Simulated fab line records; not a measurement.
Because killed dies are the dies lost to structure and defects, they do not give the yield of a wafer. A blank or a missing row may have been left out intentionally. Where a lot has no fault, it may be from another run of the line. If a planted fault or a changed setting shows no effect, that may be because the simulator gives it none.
Chamber matching ; flow sky130 ; SKY_CONTACT_ETCH_17 on rie_diel-02: 4 sister chambers
The step etches SiO2 in C4F8/O2/Ar, stops on Si3N4, target depth 340 nm. 16 wafers are shown with their chamber, then 8 later ones without.

WAFERS PAIRED WITH THEIR CHAMBERS
wafer;chamber;oes_product_au (a.u.);chamber_pressure_mTorr (mTorr)
L479.1;3;0.891;39.98
L479.4;1;0.890;40.05
L479.5;0;0.891;39.99
L481.1;3;0.893;39.97
L481.5;3;0.894;39.98
L481.6;0;0.885;40.01
L483.2;0;0.888;39.97
L483.3;2;0.884;40.03
L483.5;2;0.894;39.97
L484.2;3;0.883;40.04
L484.3;1;0.895;39.97
L484.5;3;0.895;40.01
L498.1;1;0.895;40.11
L498.2;2;0.898;40.05
L498.5;2;0.896;39.96
L499.4;1;0.891;40.00

SIGNATURES (averages over the wafers above)
reading;chamber 0;chamber 1;chamber 2;chamber 3;scatter within a chamber
oes_product_au;0.88800;0.89275;0.89300;0.89120;0.00454
chamber_pressure_mTorr;39.9900;40.0325;40.0025;39.9960;0.0421
Rule: a wafer's distance from a chamber is the root of the sum, over the readings, of the square of ((its reading less the chamber's mean) divided by the reading's scatter). If the next closest chamber is less than 2 further off than the closest, the wafer can't be placed; otherwise it belongs to the closest. The scatter is the square root of a quotient: the sum, over the shown wafers, of each reading's squared deviation from its chamber's mean, divided by wafers minus chambers.

WAFERS WITH NO CHAMBER GIVEN
wafer;oes_product_au (a.u.);chamber_pressure_mTorr (mTorr)
L499.5;0.888;39.89
L499.6;0.894;40.04
L500.1;0.894;40.03
L500.3;0.886;39.96
L500.5;0.885;40.00
L501.2;0.893;39.99
L501.3;0.896;40.03
L501.6;0.895;40.00

THE CHAMBER EACH PASSED THROUGH
wafer;from the rows above;in truth
L499.5;can't be placed: 0 or 3 or 2 or 1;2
L499.6;can't be placed: 1 or 2 or 3 or 0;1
L500.1;can't be placed: 1 or 2 or 3 or 0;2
L500.3;can't be placed: 0 or 3 or 2 or 1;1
L500.5;can't be placed: 0 or 3 or 2 or 1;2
L501.2;can't be placed: 2 or 3 or 1 or 0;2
L501.3;can't be placed: 1 or 2 or 3 or 0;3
L501.6;can't be placed: 2 or 3 or 1 or 0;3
0 of 8 placed correctly. These rows do not allow placing 8 (true chamber among the candidates in 8). Placed wrongly: 0.
